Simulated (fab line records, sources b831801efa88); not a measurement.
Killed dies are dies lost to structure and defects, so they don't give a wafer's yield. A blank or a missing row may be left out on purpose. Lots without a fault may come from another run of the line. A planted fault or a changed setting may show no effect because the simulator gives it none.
A struck lot beside a sound one | flow sky130 | 46 steps out of a route of 708
Sound: wafers L457.4, L457.5, L457.6. Struck: wafers L460.2, L460.4, L460.5. The cause comes at the end.
At each step with rows: each side's tool, then ch and its chambers, then its first start. Under that, the readings that differ: sound wafers | struck wafers | difference of the means | sigmas: that difference in standard deviations of wafers without a fault.
alike: readings whose means differ by less than 2 such deviations, and words and numbers that are the same on both sides. not compared: withheld readings, readings that some wafer has no value for, bounds like >300 that may hide the same value, and numbers for which the record gives no deviation and whose values overlap.
The two part at a step that has a row with sigmas, a row that says differs or no value, or rows on one side only. Numbers that don't overlap but have no deviation are shown without sigmas and don't part them. A reading that every wafer of one side lacks parts them only if that side has two wafers or more.

first, 5 steps without rows for these wafers: SKY_LDD_P_COAT_02 (resist thk 1140 nm); SKY_LDD_P_SOFTBAKE_03 (time 60 s); SKY_LDD_P_EXPOSE_04 (exposes mask PSDM, target cd 380 nm); SKY_LDD_P_PEB_05; SKY_LDD_P_DEVELOP_06 (develop time 60 s).
SKY_LDD_P_CD_MEAS_07: target cd 380 nm.
  sound on cd_sem-02, day 24 10:50; struck on cd_sem-01, day 25 13:03
  alike: cd_nm
SKY_LDD_P_OVL_MEAS_08:
  sound on overlay-01, day 24 10:55; struck on overlay-02, day 25 13:10
  alike: LDD_P_OVL
then, 1 step without rows for these wafers: SKY_LDD_P_IMPLANT_09.
SKY_LDD_P_STRIP_10: strips in O2/N2.
  sound on plasma_asher-01 ch 0,1, day 24 11:07; struck on plasma_asher-01 ch 0, day 25 13:20
  alike: drypump_motor_current_A, oes_product_au, strip_time_to_endpoint_s
  not compared: rf_hours_counter_h
SKY_LDD_P_TW_MEAS_11:
  sound on film_metro-04, day 24 11:13; struck on film_metro-02, day 25 13:27
  alike: LDD_P_TW
then, 2 steps without rows for these wafers: SKY_LDD_HVN_DEHYDRATE_00 (time 60 s); SKY_LDD_HVN_HMDS_01 (prime time 60 s).
SKY_LDD_HVN_COAT_02: resist thk 300 nm.
  sound on litho_track-01 ch 0, day 25 02:40; struck on litho_track-03, day 26 03:48
  no value came back on the struck wafers for chill_plate_temp_C (C), dispense_pressure_kPa (kPa), exhaust_pa (Pa), spin_speed_rpm (rpm); on the sound wafers chill_plate_temp_C (C) reads 23.05 22.93 23.12
then, 4 steps without rows for these wafers: SKY_LDD_HVN_SOFTBAKE_03 (time 60 s); SKY_LDD_HVN_EXPOSE_04 (exposes mask HVNTM, target cd 700 nm); SKY_LDD_HVN_PEB_05; SKY_LDD_HVN_DEVELOP_06 (develop time 60 s).
SKY_LDD_HVN_OVL_MEAS_07:
  sound on overlay-02, day 25 16:59; struck on overlay-01, day 26 17:59
  reading          | sound          | struck | difference                    | sigmas
  LDD_HVN_OVL (nm) | -4.4 -0.8 -2.7 | - - -  | no value on the struck wafers |
then, 1 step without rows for these wafers: SKY_LDD_HVN_IMPLANT_08.
SKY_LDD_HVN_STRIP_09: strips in O2/N2.
  sound on plasma_asher-04 ch 0,1, day 25 17:11; struck on plasma_asher-02 ch 0,1, day 26 18:10
  no value came back on the struck wafers for oes_product_au (a.u.), strip_time_to_endpoint_s (s); on the sound wafers oes_product_au (a.u.) reads 0.407 0.408 0.402
  alike: drypump_motor_current_A
  not compared: rf_hours_counter_h
SKY_LDD_HVN_TW_MEAS_10:
  sound on film_metro-03, day 25 17:17; struck on film_metro-01, day 26 18:16
  alike: LDD_HVN_TW
then, 7 steps without rows for these wafers: SKY_LDD_HVP_DEHYDRATE_00 (time 60 s); SKY_LDD_HVP_HMDS_01 (prime time 60 s); SKY_LDD_HVP_COAT_02 (resist thk 300 nm); SKY_LDD_HVP_SOFTBAKE_03 (time 60 s); SKY_LDD_HVP_EXPOSE_04 (exposes mask HVPTM, target cd 700 nm); SKY_LDD_HVP_PEB_05; SKY_LDD_HVP_DEVELOP_06 (develop time 60 s).
SKY_LDD_HVP_OVL_MEAS_07:
  sound on overlay-02, day 26 21:59; struck on overlay-02, day 27 22:02
  alike: LDD_HVP_OVL
then, 1 step without rows for these wafers: SKY_LDD_HVP_IMPLANT_08.
SKY_LDD_HVP_STRIP_09: strips in O2/N2.
  sound on plasma_asher-02 ch 0,1, day 26 22:11; struck on plasma_asher-03 ch 0,1, day 27 22:13
  alike: drypump_motor_current_A, oes_product_au, strip_time_to_endpoint_s
  not compared: rf_hours_counter_h
SKY_LDD_HVP_TW_MEAS_10:
  sound on film_metro-01, day 26 22:17; struck on film_metro-03, day 27 22:19
  reading    | sound       | struck         | difference | sigmas
  LDD_HVP_TW | 453 453 451 | 1474 1468 1472 | +1019      | +99 or more
then, 7 steps without rows for these wafers: SKY_LDD_LDN_DEHYDRATE_00 (time 60 s); SKY_LDD_LDN_HMDS_01 (prime time 60 s); SKY_LDD_LDN_COAT_02 (resist thk 1140 nm); SKY_LDD_LDN_SOFTBAKE_03 (time 60 s); SKY_LDD_LDN_EXPOSE_04 (exposes mask LDNTM, target cd 700 nm); SKY_LDD_LDN_PEB_05; SKY_LDD_LDN_DEVELOP_06 (develop time 60 s).
SKY_LDD_LDN_OVL_MEAS_07:
  sound on overlay-01, day 28 02:43; struck on overlay-02, day 29 03:41
  alike: LDD_LDN_OVL
then, 2 steps without rows for these wafers: SKY_LDD_LDN_IMPLANT_08; SKY_LDD_LDN_IMPLANT_09.
SKY_LDD_LDN_TW_MEAS_13:
  sound on film_metro-02, day 28 03:28; struck on film_metro-03, day 29 04:25
  reading    | sound          | struck         | difference | sigmas
  LDD_LDN_TW | 1454 1462 1461 | 1829 1833 1827 | +371       | +19
-- the record jumps here: 2 days lie between the struck wafers' starts before and after (it left off in module LDD_LDN and takes up again in module SD_P, whose first step shown is number 331 of the route) --
SKY_SD_P_TW_MEAS_11:
  sound on film_metro-03, day 30 15:58; struck on film_metro-02, day 31 13:42
  alike: SD_P_TW
SKY_RES_XHIGH_TW_MEAS_09:
  sound on film_metro-03, day 31 19:36; struck on film_metro-02, day 32 16:47
  reading      | sound          | struck         | difference | sigmas
  RES_XHIGH_TW | 1664 1660 1653 | 1893 1892 1896 | +235       | +12
-- the record jumps here: 17 days lie between the struck wafers' starts before and after (it left off in module RES_XHIGH and takes up again in module PAD_OPEN, whose first step shown is number 708 of the route) --
SKY_PAD_OPEN_PROBE_99:
  sound on prober-01, day 49 12:22; struck on prober-01, day 49 22:07
  reading             | sound     | struck      | difference | sigmas
  killed_at_front_end | 25 16 8   | 420 414 422 | +402       | +94
  killed_dies         | 106 88 71 | 492 492 492 | +404       | +43
  killed_on_rim       | 15 15 23  | 96 96 96    | +78        | +21
  alike: killed_at_M0_to_M3, killed_at_M4_up, killed_at_contacts, killed_at_other, killed_open, killed_short

WHERE THEY PART
First at SKY_LDD_HVN_COAT_02; last, within this record, at SKY_PAD_OPEN_PROBE_99.

WHY: what the simulator had put in
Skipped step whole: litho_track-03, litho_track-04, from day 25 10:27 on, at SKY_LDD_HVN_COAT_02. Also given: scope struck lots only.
